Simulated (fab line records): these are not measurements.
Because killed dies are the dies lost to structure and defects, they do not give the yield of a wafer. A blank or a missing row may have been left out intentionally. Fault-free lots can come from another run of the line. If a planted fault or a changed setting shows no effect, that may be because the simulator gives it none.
fab line records	flow sky130
record lots=12	wafers=36	lastDay=50
route steps=708 shown PWDE@54 NWELL@76 VT_ADJUST_HVTP@92 PAD_OPEN@708
lots that met no fault: from a run of the same line without faults
startH: hours from the record's first day to the start of the lot's first wafer shown	waitH: hours from the lot's prior step to this one	" the same as in the row above	L1.1+2: a single row standing in for several wafers	- either no value or no given start	* or withheld: withheld	< > ~ a bound
route shown NAME@n: a module of which the file shows steps, and the number in the route of the first	usual: mean/standard deviation of fault-free wafers	same: alike in all rows	chamber/n: place in a boat	sites: per-site readings	_std_site: standard deviation across them	_edge_site: outer sites' mean less inner sites'	radiusMm: how far each site lies from the wafer's centre	mask NAME#n: copy n	behind: the tool/chamber that last shaped the wafer	hold: why the lot went on hold/how many hours it stayed there/how the hold came to an end	device: transistor that didn't switch, given as n, p or np	end of line: the tests these same wafers got at the end of their route	for a step that has no rows: nothing shown but its recipe	killed: not the wafer's yield, but the dies lost to structure and defects at the first sort	map: the dies of a wafer, with x for killed, . for not killed, _ for no die there
set.NAME: the setting that was run; set.NAME@STEP: the one run at that earlier step	model.NAME: the simulator's own value behind a step, which no gauge read
route steps across a sampled set of lots; one table per step, one row per wafer
services: when a tool's chamber went out of use (startH, in hours from the record's first day, below 0 if earlier), for how many hours, and the reason
## steps
# step SKY_PWDE_STRIP_09
# recipe chemistry=O2/N2	powerW=1400	pressureMtorr=1500	platenTempC=withheld	o2FlowSccm=3000	n2FlowSccm=300	overashFraction=0.5
# usual drypumpMotorCurrentA=6.0/0.32	oesProductAu=0.723/0.0048	stripTimeToEndpointS=36.94/0.094
lot.wafer	tool	chamber	startH	waitH	drypumpMotorCurrentA	oesProductAu	rfHoursCounterH	stripTimeToEndpointS
L252.1	plasmaAsher-04	0	66.86	0.1	6.1	0.726	35	36.85
L252.2	"	1	"	"	6.0	0.720	35	36.90
L252.6	"	0	"	"	6.0	0.724	-	36.84
L253.2	plasmaAsher-04	0	74.65	0.1	6.0	0.723	36	36.86
L253.3	"	1	"	"	6.1	0.719	-	36.96
L253.6	"	0	"	"	6.0	0.722	-	36.96
L254.2	plasmaAsher-03	1	80.90	0.1	6.5	0.721	40	37.12
L254.3	"	0	"	"	5.9	0.723	-	37.03
L254.4	"	1	"	"	6.5	0.732	-	37.02
L256.1	plasmaAsher-04	1	89.17	0.1	6.1	0.720	37	37.03
L256.3	"	0	"	"	6.1	0.720	-	36.90
L256.5	"	1	"	"	6.0	0.719	-	36.98
L258.1	plasmaAsher-02	1	100.27	0.1	5.5	0.725	28	37.06
L258.3	"	1	"	"	5.5	0.729	-	37.09
L258.6	"	1	"	"	5.5	0.723	-	37.01
L260.2	plasmaAsher-02	0	114.42	0.1	5.9	0.728	30	37.10
L260.4	"	0	"	"	5.9	0.732	-	37.04
L260.5	"	0	"	"	5.9	0.724	-	37.00
L261.1	plasmaAsher-02	1	123.06	0.1	5.5	0.720	31	37.02
L261.2	"	0	"	"	5.8	0.715	31	37.03
L261.6	"	0	"	"	5.9	0.727	-	36.98
L264.1	plasmaAsher-03	0	139.85	0.1	5.9	0.732	2	36.83
L264.3	"	0	"	"	5.9	0.721	-	36.96
L264.6	"	0	"	"	5.9	0.718	-	36.88
L270.1	plasmaAsher-02	0	170.40	0.1	5.9	0.724	36	36.89
L270.4	"	0	"	"	5.9	0.723	-	36.95
L270.6	"	0	"	"	5.9	0.723	-	36.86
L271.1	plasmaAsher-04	0	176.62	0.1	6.0	0.724	46	37.08
L271.2	"	1	"	"	6.1	0.731	46	36.99
L271.3	"	0	"	"	6.1	0.719	-	36.90
L274.1	plasmaAsher-03	1	205.36	0.1	6.5	0.715	8	36.90
L274.3	"	0	"	"	5.9	0.717	-	36.98
L274.5	"	1	"	"	6.5	0.720	-	36.94
L275.3	plasmaAsher-02	1	205.74	0.1	5.5	0.723	-	36.94
L275.4	"	0	"	"	5.9	0.723	-	36.97
L275.5	"	0	"	"	5.9	0.711	-	36.94
# step SKY_NWELL_OVL_MEAS_23
# usual NWELL_01_OVL=0.3/1.3
lot.wafer	tool	chamber	startH	waitH	NWELL_01_OVL[nm]
L252.1	overlay-01	-	101.43	-	-0.2
L252.2	"	-	"	"	1.8
L252.6	"	-	"	"	0.4
L253.2	overlay-02	-	109.23	-	1.2
L253.3	"	-	"	"	2.8
L253.6	"	-	"	"	1.7
L254.2	overlay-02	-	117.14	-	0.7
L254.3	"	-	"	"	1.8
L254.4	"	-	"	"	1.3
L256.1	overlay-02	-	126.27	-	0.0
L256.3	"	-	"	"	0.5
L256.5	"	-	"	"	0.5
L258.1	overlay-01	-	138.48	-	-0.3
L258.3	"	-	"	"	-0.3
L258.6	"	-	"	"	-1.6
L260.2	overlay-01	-	156.29	-	-0.3
L260.4	"	-	"	"	-2.0
L260.5	"	-	"	"	-0.8
L261.1	overlay-02	-	161.88	-	2.4
L261.2	"	-	"	"	1.5
L261.6	"	-	"	"	2.3
L264.1	overlay-01	-	178.67	-	0.8
L264.3	"	-	"	"	0.8
L264.6	"	-	"	"	-1.5
L270.1	overlay-02	-	213.07	-	0.2
L270.4	"	-	"	"	0.1
L270.6	"	-	"	"	-0.1
L271.1	overlay-02	-	220.37	-	1.7
L271.2	"	-	"	"	1.8
L271.3	"	-	"	"	-0.9
L274.1	overlay-02	-	251.42	-	0.8
L274.3	"	-	"	"	0.4
L274.5	"	-	"	"	1.9
L275.3	overlay-01	-	251.69	-	-0.6
L275.4	"	-	"	"	-1.1
L275.5	"	-	"	"	-0.3
# step SKY_VT_ADJUST_HVTP_CD_MEAS_07
# recipe targetCdNm=380
# usual cdNm=379.9/2.7
lot.wafer	tool	chamber	startH	waitH	cdNm
L252.1	cdSem-02	-	120.98	0.1	378.7
L252.2	"	-	"	"	378.2
L252.6	"	-	"	"	377.3
L253.2	cdSem-01	-	129.04	0.1	387.4
L253.3	"	-	"	"	385.7
L253.6	"	-	"	"	384.8
L254.2	cdSem-02	-	136.89	0.1	381.7
L254.3	"	-	"	"	382.0
L254.4	"	-	"	"	381.5
L256.1	cdSem-02	-	144.82	0.1	380.6
L256.3	"	-	"	"	380.0
L256.5	"	-	"	"	380.0
L258.1	cdSem-02	-	158.41	0.1	375.6
L258.3	"	-	"	"	375.5
L258.6	"	-	"	"	377.8
L260.2	cdSem-01	-	176.45	0.1	376.9
L260.4	"	-	"	"	376.6
L260.5	"	-	"	"	378.1
L261.1	cdSem-02	-	182.28	0.1	374.6
L261.2	"	-	"	"	377.2
L261.6	"	-	"	"	377.7
L264.1	cdSem-01	-	200.52	0.1	377.3
L264.3	"	-	"	"	378.8
L264.6	"	-	"	"	377.7
L270.1	cdSem-01	-	235.77	0.1	385.0
L270.4	"	-	"	"	382.5
L270.6	"	-	"	"	379.9
L271.1	cdSem-01	-	244.17	0.1	380.0
L271.2	"	-	"	"	377.5
L271.3	"	-	"	"	378.3
L274.1	cdSem-01	-	277.17	0.1	380.6
L274.3	"	-	"	"	378.7
L274.5	"	-	"	"	381.4
L275.3	cdSem-02	-	277.40	0.1	383.0
L275.4	"	-	"	"	382.0
L275.5	"	-	"	"	381.7
# step SKY_VT_ADJUST_HVTP_IMPLANT_09
# recipe species=As	energyKev=150	doseCm2=4.3e+12	tiltDeg=withheld
# usual doseIonsCm2=4.301e+12/4.5e+09	endStationPressureTorr=5.01e-06/2.5e-07	faradayCurrentUA=24.3/0.49
lot.wafer	tool	chamber	startH	waitH	doseIonsCm2	endStationPressureTorr	faradayCurrentUA
L252.1	implanter-03	0	121.14	0.0	4.303e+12	4.57e-06	24.9
L252.2	"	0	"	"	4.297e+12	5.03e-06	24.4
L252.6	"	0	"	"	4.305e+12	4.93e-06	25.1
L253.2	implanter-03	0	129.20	0.0	4.305e+12	5.4e-06	24.6
L253.3	"	0	"	"	4.309e+12	5e-06	24.2
L253.6	"	0	"	"	4.3e+12	4.94e-06	24.7
L254.2	implanter-01	0	137.53	0.1	4.298e+12	5.29e-06	24.4
L254.3	"	0	"	"	4.301e+12	4.76e-06	23.8
L254.4	"	0	"	"	4.301e+12	5.32e-06	24.6
L256.1	implanter-03	0	145.06	0.1	4.299e+12	5.5e-06	24.6
L256.3	"	0	"	"	4.297e+12	4.61e-06	23.2
L256.5	"	0	"	"	4.308e+12	4.5e-06	24.9
L258.1	implanter-04	0	158.57	0.0	4.296e+12	4.76e-06	24.5
L258.3	"	0	"	"	4.3e+12	4.68e-06	23.8
L258.6	"	0	"	"	4.304e+12	4.62e-06	24.6
L260.2	implanter-03	0	176.64	0.1	1.146e+12	4.79e-06	6.4
L260.4	"	0	"	"	1.145e+12	5.26e-06	6.5
L260.5	"	0	"	"	1.143e+12	5.11e-06	6.7
L261.1	implanter-04	0	182.44	0.0	4.298e+12	5.12e-06	24.5
L261.2	"	0	"	"	4.302e+12	4.95e-06	24.3
L261.6	"	0	"	"	4.307e+12	4.83e-06	24.4
L264.1	implanter-03	0	200.68	0.0	1.141e+12	5.21e-06	6.5
L264.3	"	0	"	"	1.136e+12	5.08e-06	6.7
L264.6	"	0	"	"	1.137e+12	5.16e-06	6.3
L270.1	implanter-01	0	235.93	0.0	4.31e+12	4.64e-06	23.8
L270.4	"	0	"	"	4.306e+12	4.98e-06	24.8
L270.6	"	0	"	"	4.305e+12	5.15e-06	24.0
L271.1	implanter-01	0	244.33	0.0	4.299e+12	5.23e-06	24.9
L271.2	"	0	"	"	4.303e+12	4.61e-06	24.3
L271.3	"	0	"	"	4.299e+12	4.84e-06	23.9
L274.1	implanter-04	0	277.33	0.0	4.298e+12	5.04e-06	24.7
L274.3	"	0	"	"	4.305e+12	4.8e-06	23.8
L274.5	"	0	"	"	4.303e+12	5.01e-06	24.1
L275.3	implanter-03	0	277.57	0.1	4.299e+12	4.61e-06	24.2
L275.4	"	0	"	"	4.298e+12	5.41e-06	24.7
L275.5	"	0	"	"	4.297e+12	5.01e-06	23.6
# step SKY_VT_ADJUST_HVTP_TW_MEAS_11
# usual VT_ADJUST_HVTP_TW=1369/7
lot.wafer	tool	chamber	startH	waitH	VT_ADJUST_HVTP_TW
L252.1	filmMetro-01	-	121.39	0.1	1365
L252.2	"	-	"	"	1368
L252.6	"	-	"	"	1364
L253.2	filmMetro-03	-	129.44	0.1	1365
L253.3	"	-	"	"	1364
L253.6	"	-	"	"	1360
L254.2	filmMetro-01	-	137.77	0.1	1363
L254.3	"	-	"	"	1362
L254.4	"	-	"	"	1369
L256.1	filmMetro-01	-	145.31	0.1	1376
L256.3	"	-	"	"	1378
L256.5	"	-	"	"	1378
L258.1	filmMetro-04	-	158.82	0.1	1369
L258.3	"	-	"	"	1374
L258.6	"	-	"	"	1364
L260.2	filmMetro-01	-	176.88	0.1	892
L260.4	"	-	"	"	898
L260.5	"	-	"	"	898
L261.1	filmMetro-01	-	182.69	0.1	1374
L261.2	"	-	"	"	1376
L261.6	"	-	"	"	1372
L264.1	filmMetro-04	-	200.93	0.1	888
L264.3	"	-	"	"	887
L264.6	"	-	"	"	891
L270.1	filmMetro-04	-	236.18	0.1	1379
L270.4	"	-	"	"	1372
L270.6	"	-	"	"	1369
L271.1	filmMetro-04	-	244.58	0.1	1364
L271.2	"	-	"	"	1363
L271.3	"	-	"	"	1367
L274.1	filmMetro-04	-	277.58	0.1	1364
L274.3	"	-	"	"	1371
L274.5	"	-	"	"	1371
L275.3	filmMetro-01	-	277.79	0.1	1373
L275.4	"	-	"	"	1369
L275.5	"	-	"	"	1368
# step SKY_PAD_OPEN_PROBE_99
# usual killed_at_M0_to_M3=42/6.9	killed_at_M4_up=3.2/1.7	killedAtContacts=25/5.1	killedAtFrontEnd=15/4.5	killedAtOther=0.4/0.63	killedDies=86/9.3	killedOpen=46/7	killedShort=39/6.9
# same grossDies=492	killedAtBackSide=0
lot.wafer	tool	chamber	startH	waitH	killed_at_M0_to_M3	killed_at_M4_up	killedAtContacts	killedAtFrontEnd	killedAtOther	killedDies	killedOpen	killedShort
L252.1	prober-01	-	1077.19	0.1	44	1	29	15	0	89	51	38
L252.2	prober-01	-	1077.24	0.1	30	4	27	18	0	79	49	29
L252.6	prober-01	-	1077.44	0.2	40	4	29	21	0	94	60	34
L253.2	prober-02	-	1079.73	0.1	35	2	32	13	0	82	51	29
L253.3	prober-02	-	1079.78	0.2	47	4	31	9	1	92	46	46
L253.6	prober-02	-	1079.93	0.2	42	3	25	14	0	84	53	29
L254.2	prober-01	-	1087.45	0.1	35	2	28	20	0	85	44	41
L254.3	prober-01	-	1087.50	0.2	46	5	19	23	0	93	44	49
L254.4	prober-01	-	1087.55	0.2	35	5	22	15	0	77	42	35
L256.1	prober-01	-	1102.98	0.1	34	2	23	17	1	77	36	40
L256.3	prober-01	-	1103.08	0.2	35	6	20	19	1	81	45	35
L256.5	prober-01	-	1103.18	0.2	37	4	22	13	1	77	38	39
L258.1	prober-01	-	1123.78	0.1	40	2	17	16	1	76	35	40
L258.3	prober-01	-	1123.88	0.2	47	1	18	15	3	84	41	41
L258.6	prober-01	-	1124.03	0.2	47	2	31	16	0	96	55	41
L261.1	prober-01	-	1132.08	0.1	31	1	32	10	1	75	39	36
L261.2	prober-01	-	1132.13	0.1	33	6	22	23	0	84	48	35
L261.6	prober-01	-	1132.33	0.2	26	1	23	13	0	63	36	27
L260.2	prober-01	-	1136.50	0.1	42	3	26	13	0	84	45	38
L260.4	prober-01	-	1136.60	0.2	38	3	20	17	0	78	43	35
L260.5	prober-01	-	1136.65	0.2	50	6	21	18	0	95	49	46
L264.1	prober-01	-	1149.63	0.1	48	3	27	13	1	92	44	48
L264.3	prober-01	-	1149.73	0.2	48	5	17	10	0	80	51	29
L264.6	prober-01	-	1149.88	0.2	39	1	23	12	0	75	46	29
L270.1	prober-02	-	1180.64	0.1	37	1	26	10	1	75	42	33
L270.4	prober-02	-	1180.79	0.2	53	6	20	15	0	94	53	41
L270.6	prober-02	-	1180.89	0.2	45	3	26	20	0	94	55	39
L271.1	prober-01	-	1187.15	0.1	41	8	25	7	2	83	37	46
L271.2	prober-01	-	1187.20	0.1	47	4	32	18	0	101	51	50
L271.3	prober-01	-	1187.25	0.2	38	7	21	17	1	84	43	41
L275.3	prober-02	-	1207.09	0.2	44	3	28	12	1	88	53	35
L275.4	prober-02	-	1207.14	0.2	49	2	24	12	0	87	46	41
L275.5	prober-02	-	1207.19	0.2	35	4	17	13	0	69	43	26
L274.1	prober-01	-	1208.03	0.1	41	0	30	17	0	88	43	45
L274.3	prober-01	-	1208.13	0.2	59	2	23	17	1	102	54	48
L274.5	prober-01	-	1208.23	0.2	37	1	19	13	0	70	41	29
# killed by level:class
L252.1 CONTACT:geometricParticle:open=12 LI_CONTACT:geometricParticle:open=8 VIA2:geometricParticle:open=8 VIA3:geometricParticle:short=7 VIA1:geometricParticle:short=6 VIA1:geometricParticle:open=6 METAL2:geometricParticle:short=6 VIA3:geometricParticle:open=6
L252.2 CONTACT:geometricParticle:open=11 VIA3:geometricParticle:open=8 LI_CONTACT:geometricParticle:open=7 VIA1:geometricParticle:open=7 FIELD_ISO:geometricParticle:short=4 POLY_GATE:geometricParticle:short=4 LOCAL_INTERCONNECT:geometricParticle:short=4 FIELD_ISO:geometricParticle:open=3
L252.6 VIA1:geometricParticle:open=12 CONTACT:geometricParticle:open=11 SPACER:geometricParticle:open=7 VIA3:geometricParticle:open=7 LI_CONTACT:geometricParticle:open=6 LOCAL_INTERCONNECT:geometricParticle:short=6 FIELD_ISO:geometricParticle:open=5 VIA2:geometricParticle:open=5
L253.2 LI_CONTACT:geometricParticle:open=12 CONTACT:geometricParticle:open=12 VIA1:geometricParticle:open=11 VIA1:geometricParticle:short=6 VIA3:geometricParticle:open=5 CONTACT:geometricParticle:short=4 METAL2:geometricParticle:short=3 VIA2:geometricParticle:open=3
L253.3 CONTACT:geometricParticle:open=11 VIA1:geometricParticle:open=11 LI_CONTACT:geometricParticle:open=10 VIA3:geometricParticle:short=8 METAL1:geometricParticle:short=7 METAL2:geometricParticle:short=6 CONTACT:geometricParticle:short=5 VIA3:geometricParticle:open=5
L253.6 CONTACT:geometricParticle:open=11 LI_CONTACT:geometricParticle:open=8 VIA1:geometricParticle:open=8 VIA3:geometricParticle:open=6 METAL1:geometricParticle:short=6 METAL2:geometricParticle:short=5 FIELD_ISO:geometricParticle:open=4 VIA1:geometricParticle:short=4
L254.2 VIA1:geometricParticle:open=11 CONTACT:geometricParticle:open=10 METAL1:geometricParticle:short=9 LI_CONTACT:geometricParticle:open=9 LOCAL_INTERCONNECT:geometricParticle:short=6 FIELD_ISO:geometricParticle:short=5 FIELD_ISO:geometricParticle:open=5 POLY_GATE:geometricParticle:open=5
L254.3 VIA3:geometricParticle:open=10 FIELD_ISO:geometricParticle:short=9 METAL1:geometricParticle:short=8 VIA1:geometricParticle:open=8 CONTACT:geometricParticle:open=7 VIA2:geometricParticle:open=6 METAL4:geometricParticle:short=5 POLY_GATE:geometricParticle:open=4
L254.4 VIA1:geometricParticle:open=10 VIA3:geometricParticle:open=9 CONTACT:geometricParticle:open=8 LI_CONTACT:geometricParticle:open=6 POLY_GATE:geometricParticle:short=5 LOCAL_INTERCONNECT:geometricParticle:short=5 METAL1:geometricParticle:short=5 POLY_GATE:geometricParticle:open=4
L256.1 VIA2:geometricParticle:open=7 LI_CONTACT:geometricParticle:open=7 CONTACT:geometricParticle:open=7 METAL1:geometricParticle:short=6 METAL2:geometricParticle:short=6 FIELD_ISO:geometricParticle:short=5 POLY_GATE:geometricParticle:short=5 VIA1:geometricParticle:open=5
L256.3 VIA3:geometricParticle:open=11 FIELD_ISO:geometricParticle:open=8 VIA1:geometricParticle:open=7 LI_CONTACT:geometricParticle:open=5 LI_CONTACT:geometricParticle:short=4 CONTACT:geometricParticle:open=4 METAL1:geometricParticle:short=4 VIA1:geometricParticle:short=4
L256.5 POLY_GATE:geometricParticle:short=7 LI_CONTACT:geometricParticle:open=7 VIA2:geometricParticle:open=7 VIA1:geometricParticle:open=7 CONTACT:geometricParticle:open=6 VIA3:geometricParticle:short=5 METAL2:geometricParticle:short=5 VIA3:geometricParticle:open=5
L258.1 VIA1:geometricParticle:short=9 VIA1:geometricParticle:open=8 CONTACT:geometricParticle:open=6 POLY_GATE:geometricParticle:open=5 POLY_GATE:geometricParticle:short=4 CONTACT:geometricParticle:short=4 METAL1:geometricParticle:short=4 FIELD_ISO:geometricParticle:short=3
L258.3 VIA2:geometricParticle:open=10 VIA1:geometricParticle:open=8 VIA1:geometricParticle:short=7 VIA3:geometricParticle:open=6 LI_CONTACT:geometricParticle:open=5 POLY_GATE:geometricParticle:short=4 POLY_GATE:geometricParticle:open=4 VIA2:geometricParticle:short=4
L258.6 CONTACT:geometricParticle:open=11 VIA2:geometricParticle:open=11 METAL1:geometricParticle:short=9 VIA1:geometricParticle:open=9 FIELD_ISO:geometricParticle:open=8 CONTACT:geometricParticle:short=8 LI_CONTACT:geometricParticle:open=6 LOCAL_INTERCONNECT:geometricParticle:short=4
L261.1 CONTACT:geometricParticle:open=12 CONTACT:geometricParticle:short=9 VIA3:geometricParticle:open=6 LI_CONTACT:geometricParticle:open=5 VIA1:geometricParticle:short=5 VIA1:geometricParticle:open=5 METAL1:geometricParticle:short=4 POLY_GATE:geometricParticle:short=3
L261.2 VIA1:geometricParticle:open=12 CONTACT:geometricParticle:open=8 POLY_GATE:geometricParticle:open=7 FIELD_ISO:geometricParticle:short=6 LI_CONTACT:geometricParticle:open=6 FIELD_ISO:geometricParticle:open=5 CONTACT:geometricParticle:short=5 METAL2:geometricParticle:short=5
L261.6 CONTACT:geometricParticle:open=10 CONTACT:geometricParticle:short=7 VIA1:geometricParticle:open=7 POLY_GATE:geometricParticle:short=5 VIA3:geometricParticle:short=4 VIA3:geometricParticle:open=4 FIELD_ISO:geometricParticle:open=3 POLY_GATE:geometricParticle:open=3
L260.2 VIA1:geometricParticle:open=11 CONTACT:geometricParticle:open=9 LI_CONTACT:geometricParticle:open=7 METAL1:geometricParticle:short=7 VIA2:geometricParticle:open=5 CONTACT:geometricParticle:short=4 POLY_GATE:geometricParticle:short=4 LOCAL_INTERCONNECT:geometricParticle:short=4
L260.4 VIA1:geometricParticle:open=10 VIA2:geometricParticle:open=6 FIELD_ISO:geometricParticle:open=5 CONTACT:geometricParticle:open=5 METAL2:geometricParticle:short=5 LI_CONTACT:geometricParticle:open=4 LOCAL_INTERCONNECT:geometricParticle:short=4 CONTACT:geometricParticle:short=4
L260.5 VIA1:geometricParticle:open=11 CONTACT:geometricParticle:open=10 VIA2:geometricParticle:open=9 VIA1:geometricParticle:short=6 METAL2:geometricParticle:short=6 POLY_GATE:geometricParticle:short=5 VIA2:geometricParticle:short=5 METAL4:geometricParticle:short=5
L264.1 VIA1:geometricParticle:open=11 VIA3:geometricParticle:open=9 METAL1:geometricParticle:short=8 LOCAL_INTERCONNECT:geometricParticle:short=7 CONTACT:geometricParticle:short=6 CONTACT:geometricParticle:open=6 LI_CONTACT:geometricParticle:open=5 VIA1:geometricParticle:short=5
L264.3 VIA1:geometricParticle:open=15 VIA2:geometricParticle:open=9 VIA1:geometricParticle:short=7 LI_CONTACT:geometricParticle:open=7 VIA3:geometricParticle:open=6 CONTACT:geometricParticle:open=4 VIA3:geometricParticle:short=4 METAL4:geometricParticle:short=4
L264.6 VIA1:geometricParticle:open=10 CONTACT:geometricParticle:open=9 VIA3:geometricParticle:open=7 LI_CONTACT:geometricParticle:open=5 VIA1:geometricParticle:short=5 FIELD_ISO:geometricParticle:short=4 CONTACT:geometricParticle:short=4 METAL2:geometricParticle:short=4
L270.1 VIA1:geometricParticle:open=13 METAL1:geometricParticle:short=8 LI_CONTACT:geometricParticle:open=8 CONTACT:geometricParticle:open=8 VIA2:geometricParticle:open=6 POLY_GATE:geometricParticle:short=4 CONTACT:geometricParticle:short=4 POLY_GATE:geometricParticle:open=2
L270.4 VIA1:geometricParticle:open=15 VIA2:geometricParticle:open=8 CONTACT:geometricParticle:open=7 FIELD_ISO:geometricParticle:short=6 LI_CONTACT:geometricParticle:open=6 METAL1:geometricParticle:short=6 METAL4:geometricParticle:short=5 METAL2:geometricParticle:short=5
L270.6 LI_CONTACT:geometricParticle:open=10 CONTACT:geometricParticle:open=9 VIA1:geometricParticle:open=9 FIELD_ISO:geometricParticle:short=7 VIA2:geometricParticle:open=7 VIA1:geometricParticle:short=7 VIA3:geometricParticle:open=7 FIELD_ISO:geometricParticle:open=6
L271.1 CONTACT:geometricParticle:open=8 VIA1:geometricParticle:open=8 METAL2:geometricParticle:short=8 METAL4:geometricParticle:short=7 LI_CONTACT:geometricParticle:open=6 FIELD_ISO:geometricParticle:short=5 METAL1:geometricParticle:short=5 LOCAL_INTERCONNECT:geometricParticle:short=4
L271.2 CONTACT:geometricParticle:open=11 METAL1:geometricParticle:short=9 VIA1:geometricParticle:open=9 FIELD_ISO:geometricParticle:open=7 METAL2:geometricParticle:short=7 LI_CONTACT:geometricParticle:open=7 LI_CONTACT:geometricParticle:short=7 FIELD_ISO:geometricParticle:short=6
L271.3 VIA1:geometricParticle:open=11 FIELD_ISO:geometricParticle:short=8 CONTACT:geometricParticle:open=7 LI_CONTACT:geometricParticle:open=6 VIA3:geometricParticle:open=6 METAL4:geometricParticle:short=6 METAL2:geometricParticle:short=5 CONTACT:geometricParticle:short=4
L275.3 VIA1:geometricParticle:open=13 CONTACT:geometricParticle:open=11 CONTACT:geometricParticle:short=8 VIA3:geometricParticle:open=7 VIA1:geometricParticle:short=6 METAL2:geometricParticle:short=6 VIA2:geometricParticle:open=6 LI_CONTACT:geometricParticle:open=5
L275.4 VIA1:geometricParticle:open=11 CONTACT:geometricParticle:short=8 VIA3:geometricParticle:open=8 CONTACT:geometricParticle:open=7 METAL2:geometricParticle:short=7 METAL1:geometricParticle:short=7 FIELD_ISO:geometricParticle:open=5 LI_CONTACT:geometricParticle:open=5
L275.5 VIA1:geometricParticle:open=9 CONTACT:geometricParticle:open=7 VIA2:geometricParticle:open=7 VIA3:geometricParticle:short=6 POLY_GATE:geometricParticle:open=5 VIA3:geometricParticle:open=4 LI_CONTACT:geometricParticle:open=3 LOCAL_INTERCONNECT:geometricParticle:short=3
L274.1 CONTACT:geometricParticle:open=12 VIA1:geometricParticle:open=9 LI_CONTACT:geometricParticle:open=8 METAL1:geometricParticle:short=8 LOCAL_INTERCONNECT:geometricParticle:short=5 VIA2:geometricParticle:open=5 VIA3:geometricParticle:short=5 FIELD_ISO:geometricParticle:short=4
L274.3 VIA1:geometricParticle:open=16 METAL1:geometricParticle:short=12 VIA3:geometricParticle:open=8 CONTACT:geometricParticle:short=7 CONTACT:geometricParticle:open=6 FIELD_ISO:geometricParticle:open=5 POLY_GATE:geometricParticle:open=5 LI_CONTACT:geometricParticle:open=5
L274.5 VIA1:geometricParticle:open=9 CONTACT:geometricParticle:open=6 VIA2:geometricParticle:open=6 VIA3:geometricParticle:open=6 METAL2:geometricParticle:short=5 FIELD_ISO:geometricParticle:short=4 POLY_GATE:geometricParticle:short=4 LI_CONTACT:geometricParticle:open=4
## services
tool	chamber	startH	hours	kind
plasmaAsher-02	-	49.57	3.2	repair
implanter-04	-	65.37	5.3	repair
implanter-04	-	84.50	4.9	repair
plasmaAsher-04	-	90.46	3.3	repair
implanter-04	-	100.76	2.8	pm
plasmaAsher-03	-	108.75	9.0	pm
plasmaAsher-03	0	108.75	9.0	ventCycle
plasmaAsher-03	1	108.75	9.0	ventCycle
plasmaAsher-03	0	117.75	-	clean
plasmaAsher-03	1	117.75	-	clean
implanter-04	-	118.18	5.7	pm
implanter-04	-	142.84	4.3	repair
plasmaAsher-03	-	154.01	2.8	pm
plasmaAsher-02	-	170.95	0.4	repair
implanter-04	-	175.47	3.6	repair
implanter-03	-	213.38	4.4	pm
plasmaAsher-03	-	239.51	0.7	repair
implanter-01	-	256.39	4.1	repair
implanter-04	-	261.84	1.2	repair
implanter-01	-	275.12	4.1	pm
## key
firstSign step=SKY_VT_ADJUST_HVTP_IMPLANT_09	reading=doseIonsCm2	direction=down	sigmas=99+	usual=*	struck=*
effect step=SKY_VT_ADJUST_HVTP_IMPLANT_09	reading=faradayCurrentUA	direction=down	sigmas=37	usual=24.3	struck=6.5
effect step=SKY_VT_ADJUST_HVTP_TW_MEAS_11	reading=VT_ADJUST_HVTP_TW	direction=down	sigmas=69	usual=1369	struck=893
metAt SKY_VT_ADJUST_HVTP_IMPLANT_09
struckLots L260,L264
testerLeftOut L260,L264
notActingAt SKY_PWDE_STRIP_09,SKY_NWELL_OVL_MEAS_23,SKY_VT_ADJUST_HVTP_CD_MEAS_07
onsetBetween 145.06 176.64
fault kind=processParameterDrift	tool=implanter-03	chamber=-	onsetH=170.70	steps=SKY_VT_ADJUST_HVTP_IMPLANT_09	channel=doseCm2	offset=*	shape=step	endH=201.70	actsIn=*	stated=*
# testerLeftOut: of these lots the tester's yield and bins aren't shown, on N5 and GAA mostly nor the transistor test; their killed dies are dies lost to structure and defects alone, not to doping, threshold or leakage, so they don't give the yield
